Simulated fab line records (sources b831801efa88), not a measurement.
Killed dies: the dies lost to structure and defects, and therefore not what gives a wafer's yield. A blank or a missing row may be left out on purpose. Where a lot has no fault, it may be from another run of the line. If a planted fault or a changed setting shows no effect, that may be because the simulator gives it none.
Which of the tools did it?	flow sfq_line	14 lots, 42 wafers sampled, at 2 steps of a route of 325

## WHAT THE GAUGES READ, wafer by wafer
SFQ_M3_RS_MEAS_919: measures by four-point-probe.
lot	measured	on	M3_NB_RS (ohm/sq)
L356	day 42 16:16	film_metro-01	0.888 0.904 0.902
L357	day 42 22:53	film_metro-01	0.875 0.882 0.883
L359	day 43 10:55	film_metro-01	0.880 0.886 0.885
L361	day 44 17:36	film_metro-04	0.897 0.900 0.905
L363	day 45 17:46	film_metro-03	0.891 0.893 0.887
L370	day 46 11:41	film_metro-04	0.878 0.891 0.890
L371	day 46 14:07	film_metro-01	0.897 0.902 0.896
L372	day 46 15:19	film_metro-04	0.872 0.876 0.874
L373	day 46 17:41	film_metro-01	0.890 0.904 0.900
L374	day 46 22:43	film_metro-03	0.906 0.903 0.901
L375	day 47 01:06	film_metro-04	0.890 0.876 0.881
L376	day 47 02:18	film_metro-01	0.883 0.886 0.887
L377	day 47 03:31	film_metro-03	0.882 0.886 0.879
L378	day 47 04:42	film_metro-04	0.885 0.893 0.895

## WHAT TOOL EACH LOT RAN ON (gives the tool, then ch and the chambers of the sampled wafers, and finally the start)
lot	SFQ_TRILAYER_I1_VIA_STRIP_STRIP_053
L356	rie_metal-01 ch 0,1, day 29 23:35
L357	rie_metal-04 ch 0,1, day 30 01:59
L359	rie_metal-04 ch 0,1, day 30 16:35
L361	rie_metal-03 ch 0,1, day 31 18:54
L363	rie_metal-03 ch 0,1, day 32 23:56
L370	rie_metal-04 ch 1, day 33 21:47
L371	rie_metal-03 ch 0,1, day 34 00:23
L372	rie_metal-04 ch 0,1, day 34 01:35
L373	rie_metal-03 ch 0,1, day 34 02:35
L374	rie_metal-04 ch 0,1, day 34 03:47
L375	rie_metal-01 ch 0,1, day 34 05:05
L376	rie_metal-03 ch 0,1, day 34 07:23
L377	rie_metal-04 ch 0,1, day 34 08:35
L378	rie_metal-01 ch 0,1, day 34 10:59
- SFQ_TRILAYER_I1_VIA_STRIP_STRIP_053: strips in O2.

## AS READ BY THE TOOLS THEMSELVES (means over the sampled wafers that have a number; for cases with no such wafer, the mark the record gives instead)
SFQ_TRILAYER_I1_VIA_STRIP_STRIP_053.
lot	tool	drypump_motor_current_A (A)	oes_product_au (a.u.)
L356	rie_metal-01	6.0	0.995
L357	rie_metal-04	5.6	1.004
L359	rie_metal-04	5.6	0.997
L361	rie_metal-03	6.3	0.999
L363	rie_metal-03	6.3	0.993
L370	rie_metal-04	5.2	1.015
L371	rie_metal-03	6.0	0.996
L372	rie_metal-04	6.0	0.997
L373	rie_metal-03	6.0	0.995
L374	rie_metal-04	5.6	1.001
L375	rie_metal-01	6.0	1.004
L376	rie_metal-03	6.3	1.007
L377	rie_metal-04	6.0	1.007
L378	rie_metal-01	6.0	1.010

## THE ANSWER, worked out from the rows above alone
Rule: the usual values come from the lots themselves. Put in order of their means at a reading, lots are off if they are a third of the lots or fewer, leave a main group of 4 or more, and stand apart from it by a gap of 3 or more times the standard deviation of the main group's means; of several such gaps the widest counts. A main group is skipped when, at the precision printed for the reading in the tables above, its means are all equal. A lot without any number at a reading at which 4 lots or more have one is off too. Where the step has rows for the other lots, those lots are counted as sound. First the gauges in route order, then the tools' own readings, where a lot's mean is used as printed above. At the first step where some lot is off, the reading lying furthest off is the one used; lots without a number count as furthest.
No lot is off on any of the readings shown, so nothing can be concluded from this.

## WHAT WAS PUT IN BY THE SIMULATOR
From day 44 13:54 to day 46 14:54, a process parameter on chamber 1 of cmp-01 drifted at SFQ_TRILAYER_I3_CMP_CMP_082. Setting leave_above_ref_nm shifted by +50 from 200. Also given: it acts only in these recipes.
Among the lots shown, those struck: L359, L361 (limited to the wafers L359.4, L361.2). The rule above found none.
